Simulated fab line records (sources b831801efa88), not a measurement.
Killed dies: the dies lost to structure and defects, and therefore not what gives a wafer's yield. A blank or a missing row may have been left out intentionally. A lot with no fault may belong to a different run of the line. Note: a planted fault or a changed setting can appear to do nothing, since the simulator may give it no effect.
Matching of chambers / flow gf180mcu / rie-diel-04 running GF_V1_ETCH_17: 4 sister chambers
The step etches SiO2 in C4F8/O2/Ar, stops on TiN, target depth 630 nm. 8 wafers are shown with their chamber, then 7 later ones without.

== EACH WAFER AND ITS CHAMBER ==
wafer=L653.5; chamber=2; oes-product-au (a.u.)=0.856; rf-fwd-power-W (W)=1488
wafer=L665.5; chamber=0; oes-product-au (a.u.)=0.853; rf-fwd-power-W (W)=1495
wafer=L668.3; chamber=2; oes-product-au (a.u.)=0.871; rf-fwd-power-W (W)=1497
wafer=L671.1; chamber=1; oes-product-au (a.u.)=0.863; rf-fwd-power-W (W)=1491
wafer=L671.2; chamber=3; oes-product-au (a.u.)=0.857; rf-fwd-power-W (W)=1490
wafer=L671.5; chamber=0; oes-product-au (a.u.)=0.860; rf-fwd-power-W (W)=1497
wafer=L673.2; chamber=1; oes-product-au (a.u.)=0.854; rf-fwd-power-W (W)=1501
wafer=L673.4; chamber=3; oes-product-au (a.u.)=0.858; rf-fwd-power-W (W)=1494

== WAFERS MISSING THEIR CHAMBER ==
wafer=L673.5; oes-product-au (a.u.)=0.856; rf-fwd-power-W (W)=1489
wafer=L674.2; oes-product-au (a.u.)=0.855; rf-fwd-power-W (W)=1490
wafer=L674.3; oes-product-au (a.u.)=0.863; rf-fwd-power-W (W)=1503
wafer=L674.6; oes-product-au (a.u.)=0.853; rf-fwd-power-W (W)=1501
wafer=L675.2; oes-product-au (a.u.)=0.843; rf-fwd-power-W (W)=1503
wafer=L675.5; oes-product-au (a.u.)=0.854; rf-fwd-power-W (W)=1501
wafer=L675.6; oes-product-au (a.u.)=0.852; rf-fwd-power-W (W)=1492

== WHICH CHAMBER EACH ONE RAN IN ==
wafer=L673.5; from the rows above=can't be placed: 3 or 2 or 0 or 1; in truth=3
wafer=L674.2; from the rows above=can't be placed: 3 or 0 or 1 or 2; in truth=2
wafer=L674.3; from the rows above=can't be placed: 1 or 0 or 2 or 3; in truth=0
wafer=L674.6; from the rows above=can't be placed: 0 or 1 or 3 or 2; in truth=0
wafer=L675.2; from the rows above=can't be placed: 0 or 1 or 3 or 2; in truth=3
wafer=L675.5; from the rows above=can't be placed: 0 or 1 or 3 or 2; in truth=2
wafer=L675.6; from the rows above=can't be placed: 3 or 0 or 1 or 2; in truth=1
Placed correctly: 0 of 7. Can't be placed from these rows: 7 (the true chamber is among the candidates in 7). Number placed wrongly: 0.
How it was worked out, from the rows above alone: a wafer's distance from a chamber is the root of the sum, over the readings, of the square of ((its reading less the chamber's mean) divided by the reading's scatter). If the next closest chamber is less than 2 further off than the closest, the wafer can't be placed; otherwise it belongs to the closest. A chamber's mean is the mean of its shown wafers. The scatter: take each reading less its chamber's mean, square it, sum over the shown wafers, divide by the number of wafers less the number of chambers, and take the root.
